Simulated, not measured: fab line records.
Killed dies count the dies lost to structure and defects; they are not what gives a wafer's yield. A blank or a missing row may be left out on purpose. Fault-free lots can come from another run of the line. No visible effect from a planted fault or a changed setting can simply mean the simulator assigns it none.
Which tool was responsible?	flow gf180mcu	Sampling: 14 lots, 42 wafers, 2 of 602 route steps

== WHAT THE GAUGES SHOWED, per wafer ==
GF_HV_LDD_TW_MEAS_23.
lot	measured	on	HV_LDD_2_TW
L389	day 10 20:40	film_metro-01	1071 1062 1065
L390	day 11 01:58	film_metro-01	1063 1068 1070
L391	day 11 10:37	film_metro-04	1038 1044 1043
L393	day 12 03:24	film_metro-04	1033 1035 1040
L399	day 14 03:55	film_metro-03	1059 1060 1057
L400	day 14 09:15	film_metro-03	1062 1059 1056
L403	day 15 10:55	film_metro-03	1057 1056 1056
L404	day 15 17:40	film_metro-04	1047 1050 1048
L405	day 15 20:50	film_metro-01	1061 1066 1069
L406	day 16 04:07	film_metro-03	1070 1066 1063
L407	day 16 09:38	film_metro-01	1058 1057 1052
L408	day 16 20:05	film_metro-01	1055 1050 1052
L409	day 17 07:57	film_metro-01	1061 1065 1063
L411	day 17 16:22	film_metro-04	1039 1045 1039

GF_HV_LDD_CD_MEAS_46: target cd 400 nm.
lot	measured	on	cd_nm (nm)
L389	day 12 10:51	cd_sem-02	401.9 402.3 401.1
L390	day 12 16:19	cd_sem-02	400.5 401.1 400.7
L391	day 13 01:32	cd_sem-02	399.0 398.0 399.1
L393	day 13 19:15	cd_sem-02	398.0 395.8 398.1
L399	day 15 23:45	cd_sem-02	400.4 398.7 397.5
L400	day 16 03:57	cd_sem-01	400.2 400.1 399.9
L403	day 17 08:28	cd_sem-01	399.6 398.9 400.6
L404	day 17 14:36	cd_sem-02	400.9 402.2 401.5
L405	day 17 18:34	cd_sem-01	402.1 403.4 402.3
L406	day 18 02:34	cd_sem-02	401.3 401.1 398.7
L407	day 18 07:30	cd_sem-01	398.7 399.9 395.1
L408	day 18 19:06	cd_sem-02	400.2 400.5 396.9
L409	day 19 06:49	cd_sem-02	400.3 400.7 400.7
L411	day 19 16:48	cd_sem-02	401.1 401.7 399.1

== TOOL THAT RAN EACH LOT (tool first, then ch and the chambers of the sampled wafers, then the start) ==
Record: no process step prior to these readings.

== AS READ BY THE TOOLS THEMSELVES (means over the sampled wafers that have a number; for cases with no such wafer, the mark the record gives instead) ==
The record holds no such reading with a usual standard deviation.

== THE ANSWER, worked out from the rows above alone ==
Rule: the usual values come from the lots themselves. Put in order of their means at a reading, lots are off if they are a third of the lots or fewer, leave a main group of 4 or more, and stand apart from it by a gap of 3 or more times the standard deviation of the main group's means; of several such gaps the widest counts. Not used: any main group whose means are identical at the precision the tables above print for the reading. A lot without any number at a reading at which 4 lots or more have one is off too. All remaining lots with rows at the step are treated as sound. First the gauges in route order, then the tools' own readings, where a lot's mean is used as printed above. The first step at which some lot is off is used, and at that step the reading that is off furthest; a lot without a number counts as furthest.
Across all readings shown, no lot is off: no conclusion can be drawn from this.

== WHAT THE SIMULATOR PUT IN ==
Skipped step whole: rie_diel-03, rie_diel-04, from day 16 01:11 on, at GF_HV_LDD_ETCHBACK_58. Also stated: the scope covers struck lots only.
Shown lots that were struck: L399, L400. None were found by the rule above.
